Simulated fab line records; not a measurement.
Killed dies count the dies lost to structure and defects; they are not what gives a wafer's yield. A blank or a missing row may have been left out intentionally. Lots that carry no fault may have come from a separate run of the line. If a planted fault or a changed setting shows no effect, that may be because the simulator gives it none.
Which tool did it? || flow gf180mcu || Sampling: 14 lots, 42 wafers, 5 of 602 route steps

WHAT THE GAUGES SHOWED, per wafer
GF_MVSD_TW_MEAS_11.
{"lot": "L210", "measured": "day 4 09:53", "on": "film-metro-04", "MVSD_TW": "1572 1564 1555"}
{"lot": "L211", "measured": "day 4 18:05", "on": "film-metro-02", "MVSD_TW": "1598 1601 1592"}
{"lot": "L212", "measured": "day 4 23:46", "on": "film-metro-02", "MVSD_TW": "1588 1599 1589"}
{"lot": "L213", "measured": "day 5 05:05", "on": "film-metro-02", "MVSD_TW": "1594 1599 1599"}
{"lot": "L214", "measured": "day 5 10:40", "on": "film-metro-04", "MVSD_TW": "1571 1570 1572"}
{"lot": "L215", "measured": "day 5 16:10", "on": "film-metro-02", "MVSD_TW": "1592 1595 1584"}
{"lot": "L216", "measured": "day 5 23:11", "on": "film-metro-01", "MVSD_TW": "1580 1580 1583"}
{"lot": "L218", "measured": "day 6 08:41", "on": "film-metro-02", "MVSD_TW": "1610 1602 1602"}
{"lot": "L220", "measured": "day 6 19:59", "on": "film-metro-02", "MVSD_TW": "1607 1602 1611"}
{"lot": "L224", "measured": "day 7 20:21", "on": "film-metro-04", "MVSD_TW": "1585 1578 1568"}
{"lot": "L227", "measured": "day 8 13:11", "on": "film-metro-01", "MVSD_TW": "1592 1600 1588"}
{"lot": "L231", "measured": "day 9 12:49", "on": "film-metro-04", "MVSD_TW": "1581 1577 1574"}
{"lot": "L232", "measured": "day 9 18:58", "on": "film-metro-04", "MVSD_TW": "1584 1585 1575"}
{"lot": "L233", "measured": "day 10 00:46", "on": "film-metro-02", "MVSD_TW": "1607 1604 1606"}

GF_MVPSD_OVL_MEAS_07.
{"lot": "L210", "measured": "day 4 23:58", "on": "overlay-02", "MVPSD_OVL (nm)": "0.1 1.7 -0.1"}
{"lot": "L211", "measured": "day 5 07:23", "on": "overlay-02", "MVPSD_OVL (nm)": "0.5 0.6 0.1"}
{"lot": "L212", "measured": "day 5 13:38", "on": "overlay-02", "MVPSD_OVL (nm)": "0.5 -2.2 -0.8"}
{"lot": "L213", "measured": "day 5 18:55", "on": "overlay-02", "MVPSD_OVL (nm)": "-0.9 -1.9 0.8"}
{"lot": "L214", "measured": "day 6 01:02", "on": "overlay-02", "MVPSD_OVL (nm)": "1.6 1.8 2.1"}
{"lot": "L215", "measured": "day 6 07:13", "on": "overlay-02", "MVPSD_OVL (nm)": "-0.5 -2.8 -3.2"}
{"lot": "L216", "measured": "day 6 14:10", "on": "overlay-02", "MVPSD_OVL (nm)": "-1.6 -0.7 -1.2"}
{"lot": "L218", "measured": "day 7 00:32", "on": "overlay-02", "MVPSD_OVL (nm)": "0.2 -1.6 0.9"}
{"lot": "L220", "measured": "day 7 11:29", "on": "overlay-01", "MVPSD_OVL (nm)": "3.0 0.1 3.1"}
{"lot": "L224", "measured": "day 8 12:11", "on": "overlay-02", "MVPSD_OVL (nm)": "-0.5 -0.7 0.3"}
{"lot": "L227", "measured": "day 9 05:17", "on": "overlay-02", "MVPSD_OVL (nm)": "0.9 -1.1 -3.9"}
{"lot": "L231", "measured": "day 10 06:20", "on": "overlay-01", "MVPSD_OVL (nm)": "-0.9 -0.9 -0.4"}
{"lot": "L232", "measured": "day 10 12:37", "on": "overlay-01", "MVPSD_OVL (nm)": "0.1 0.3 -0.1"}
{"lot": "L233", "measured": "day 10 18:49", "on": "overlay-01", "MVPSD_OVL (nm)": "0.1 -0.6 -1.3"}

GF_VT_IMPLANT_TW_MEAS_43.
{"lot": "L210", "measured": "day 7 13:20", "on": "film-metro-01", "VT_IMPLANT_4_TW": "695 699 695"}
{"lot": "L211", "measured": "day 7 22:11", "on": "film-metro-01", "VT_IMPLANT_4_TW": "690 694 692"}
{"lot": "L212", "measured": "day 8 02:48", "on": "film-metro-03", "VT_IMPLANT_4_TW": "698 699 696"}
{"lot": "L213", "measured": "day 8 09:47", "on": "film-metro-01", "VT_IMPLANT_4_TW": "691 693 697"}
{"lot": "L214", "measured": "day 8 17:16", "on": "film-metro-04", "VT_IMPLANT_4_TW": "683 687 689"}
{"lot": "L215", "measured": "day 9 00:34", "on": "film-metro-04", "VT_IMPLANT_4_TW": "694 687 690"}
{"lot": "L216", "measured": "day 9 07:34", "on": "film-metro-03", "VT_IMPLANT_4_TW": "689 690 688"}
{"lot": "L218", "measured": "day 9 18:44", "on": "film-metro-03", "VT_IMPLANT_4_TW": "692 688 688"}
{"lot": "L220", "measured": "day 10 07:22", "on": "film-metro-03", "VT_IMPLANT_4_TW": "699 700 698"}
{"lot": "L224", "measured": "day 11 11:30", "on": "film-metro-01", "VT_IMPLANT_4_TW": "814 808 806"}
{"lot": "L227", "measured": "day 12 07:11", "on": "film-metro-03", "VT_IMPLANT_4_TW": "811 816 810"}
{"lot": "L231", "measured": "day 13 10:11", "on": "film-metro-04", "VT_IMPLANT_4_TW": "683 685 683"}
{"lot": "L232", "measured": "day 13 18:44", "on": "film-metro-03", "VT_IMPLANT_4_TW": "693 693 689"}
{"lot": "L233", "measured": "day 14 01:10", "on": "film-metro-03", "VT_IMPLANT_4_TW": "694 697 693"}

GF_POLY_GATE_THK_MEAS_01.
{"lot": "L210", "measured": "day 8 12:34", "on": "film-metro-03", "POLY_GATE_CVD_00_THK (nm)": "199.5 201.6 200.8"}
{"lot": "L211", "measured": "day 8 21:50", "on": "film-metro-02", "POLY_GATE_CVD_00_THK (nm)": "196.8 196.5 195.5"}
{"lot": "L212", "measured": "day 9 02:03", "on": "film-metro-04", "POLY_GATE_CVD_00_THK (nm)": "197.4 198.9 197.2"}
{"lot": "L213", "measured": "day 9 14:05", "on": "film-metro-04", "POLY_GATE_CVD_00_THK (nm)": "202.7 204.4 201.3"}
{"lot": "L214", "measured": "day 9 19:20", "on": "film-metro-04", "POLY_GATE_CVD_00_THK (nm)": "202.0 200.7 204.0"}
{"lot": "L215", "measured": "day 9 23:57", "on": "film-metro-03", "POLY_GATE_CVD_00_THK (nm)": "199.7 200.6 201.6"}
{"lot": "L216", "measured": "day 10 08:54", "on": "film-metro-02", "POLY_GATE_CVD_00_THK (nm)": "200.4 201.1 199.4"}
{"lot": "L218", "measured": "day 10 19:32", "on": "film-metro-03", "POLY_GATE_CVD_00_THK (nm)": "200.5 200.0 199.7"}
{"lot": "L220", "measured": "day 11 08:53", "on": "film-metro-04", "POLY_GATE_CVD_00_THK (nm)": "203.0 201.0 200.9"}
{"lot": "L224", "measured": "day 12 13:20", "on": "film-metro-04", "POLY_GATE_CVD_00_THK (nm)": "201.7 202.5 202.2"}
{"lot": "L227", "measured": "day 13 08:41", "on": "film-metro-03", "POLY_GATE_CVD_00_THK (nm)": "197.8 197.4 197.8"}
{"lot": "L231", "measured": "day 14 13:55", "on": "film-metro-03", "POLY_GATE_CVD_00_THK (nm)": "202.7 201.4 200.8"}
{"lot": "L232", "measured": "day 14 22:25", "on": "film-metro-02", "POLY_GATE_CVD_00_THK (nm)": "199.3 198.6 199.8"}
{"lot": "L233", "measured": "day 15 04:13", "on": "film-metro-04", "POLY_GATE_CVD_00_THK (nm)": "198.1 197.9 198.5"}

TOOL THAT RAN EACH LOT (tool first, then ch and the chambers of the sampled wafers, then the start)
{"lot": "L210", "GF_VT_IMPLANT_IMPLANT_41": "implanter-03 ch 0, day 7 13:05"}
{"lot": "L211", "GF_VT_IMPLANT_IMPLANT_41": "implanter-04 ch 0, day 7 21:56"}
{"lot": "L212", "GF_VT_IMPLANT_IMPLANT_41": "implanter-04 ch 0, day 8 02:33"}
{"lot": "L213", "GF_VT_IMPLANT_IMPLANT_41": "implanter-01 ch 0, day 8 09:33"}
{"lot": "L214", "GF_VT_IMPLANT_IMPLANT_41": "implanter-03 ch 0, day 8 17:01"}
{"lot": "L215", "GF_VT_IMPLANT_IMPLANT_41": "implanter-04 ch 0, day 9 00:19"}
{"lot": "L216", "GF_VT_IMPLANT_IMPLANT_41": "implanter-03 ch 0, day 9 07:20"}
{"lot": "L218", "GF_VT_IMPLANT_IMPLANT_41": "implanter-03 ch 0, day 9 18:31"}
{"lot": "L220", "GF_VT_IMPLANT_IMPLANT_41": "implanter-04 ch 0, day 10 07:09"}
{"lot": "L224", "GF_VT_IMPLANT_IMPLANT_41": "implanter-03 ch 0, day 11 11:17"}
{"lot": "L227", "GF_VT_IMPLANT_IMPLANT_41": "implanter-03 ch 0, day 12 06:58"}
{"lot": "L231", "GF_VT_IMPLANT_IMPLANT_41": "implanter-04 ch 0, day 13 09:56"}
{"lot": "L232", "GF_VT_IMPLANT_IMPLANT_41": "implanter-04 ch 0, day 13 18:29"}
{"lot": "L233", "GF_VT_IMPLANT_IMPLANT_41": "implanter-04 ch 0, day 14 00:55"}
- GF_VT_IMPLANT_IMPLANT_41

WHAT THE TOOLS THEMSELVES READ (means of the sampled wafers that have a number; where no wafer has one, the mark that the record gives instead)
GF_VT_IMPLANT_IMPLANT_41.
{"lot": "L210", "tool": "implanter-03", "beam-on-s (s)": 10.01, "dose-ions-cm2": 1.0133e+12, "faraday-current-uA": 5.69, "tilt-deg (degrees)": 7.002}
{"lot": "L211", "tool": "implanter-04", "beam-on-s (s)": 10.06, "dose-ions-cm2": 1.0129e+12, "faraday-current-uA": 5.66, "tilt-deg (degrees)": 6.992}
{"lot": "L212", "tool": "implanter-04", "beam-on-s (s)": 10.27, "dose-ions-cm2": 1.0125e+12, "faraday-current-uA": 5.56, "tilt-deg (degrees)": 6.984}
{"lot": "L213", "tool": "implanter-01", "beam-on-s (s)": 9.86, "dose-ions-cm2": 1.0127e+12, "faraday-current-uA": 5.80, "tilt-deg (degrees)": 7.008}
{"lot": "L214", "tool": "implanter-03", "beam-on-s (s)": 9.98, "dose-ions-cm2": 1.0143e+12, "faraday-current-uA": 5.73, "tilt-deg (degrees)": 6.995}
{"lot": "L215", "tool": "implanter-04", "beam-on-s (s)": 10.02, "dose-ions-cm2": 1.0136e+12, "faraday-current-uA": 5.67, "tilt-deg (degrees)": 7.015}
{"lot": "L216", "tool": "implanter-03", "beam-on-s (s)": 9.92, "dose-ions-cm2": 1.0124e+12, "faraday-current-uA": 5.75, "tilt-deg (degrees)": 7.004}
{"lot": "L218", "tool": "implanter-03", "beam-on-s (s)": 10.03, "dose-ions-cm2": 1.0132e+12, "faraday-current-uA": 5.69, "tilt-deg (degrees)": 7.011}
{"lot": "L220", "tool": "implanter-04", "beam-on-s (s)": 10.19, "dose-ions-cm2": 1.0147e+12, "faraday-current-uA": 5.62, "tilt-deg (degrees)": 7.001}
{"lot": "L224", "tool": "implanter-03", "beam-on-s (s)": 10.15, "dose-ions-cm2": 1.6711e+12, "faraday-current-uA": 9.30, "tilt-deg (degrees)": 6.981}
{"lot": "L227", "tool": "implanter-03", "beam-on-s (s)": 10.01, "dose-ions-cm2": 1.6709e+12, "faraday-current-uA": 9.42, "tilt-deg (degrees)": 6.971}
{"lot": "L231", "tool": "implanter-04", "beam-on-s (s)": 9.96, "dose-ions-cm2": 1.0133e+12, "faraday-current-uA": 5.73, "tilt-deg (degrees)": 7.002}
{"lot": "L232", "tool": "implanter-04", "beam-on-s (s)": 10.20, "dose-ions-cm2": 1.0126e+12, "faraday-current-uA": 5.59, "tilt-deg (degrees)": 7.018}
{"lot": "L233", "tool": "implanter-04", "beam-on-s (s)": 10.03, "dose-ions-cm2": 1.0137e+12, "faraday-current-uA": 5.72, "tilt-deg (degrees)": 7.000}

THE ANSWER, worked out from the rows above alone
Rule: usual is defined by the lots themselves. The widest of any qualifying gaps counts: lots, ordered by their means at a reading, are off when they make up no more than a third of the lots, leave a main group of 4 or more, and stand apart from it by 3 or more times the standard deviation of that group's means. A main group is skipped when, at the precision printed for the reading in the tables above, its means are all equal. A lot without any number at a reading at which 4 lots or more have one is off too. All remaining lots with rows at the step are treated as sound. First the gauges in route order, then the tools' own readings, where a lot's mean is used as printed above. The first step at which some lot is off is used, and at that step the reading that is off furthest; a lot without a number counts as furthest.
Off: L224, L227, at GF_VT_IMPLANT_TW_MEAS_43 (VT_IMPLANT_4_TW). For the main group the mean is 692 and the standard deviation 4.4.
If a tool, at a process step before that reading, ran all the lots that are off and no sound lot after the first of them, it fits. The gauges at GF_VT_IMPLANT_TW_MEAS_43 aren't tried: what is off there is off at GF_VT_IMPLANT_IMPLANT_41 too, on other tools, and a gauge's error can't cause that. One candidate fits, namely implanter-03 at GF_VT_IMPLANT_IMPLANT_41. Its last sound lot is L218 (day 9 18:31), its first lot that is off L224 (day 11 11:17): a fault that began between those two fits.
The tool's own readings at GF_VT_IMPLANT_IMPLANT_41 bear it out: on the lots that are off they differ by more than 5 times the standard deviation of the sound lots' means. dose-ions-cm2 reads 1.6710e+12 there against 1.0133e+12 on the sound lots; faraday-current-uA reads 9.36 there against 5.68 on the sound lots.

WHAT THE SIMULATOR HAD INSERTED
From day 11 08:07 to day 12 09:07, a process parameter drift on implanter-03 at GF_VT_IMPLANT_IMPLANT_41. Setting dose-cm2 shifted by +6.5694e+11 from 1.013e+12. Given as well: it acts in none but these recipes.
Struck lots among those shown: L224, L227. The rule above found the same.
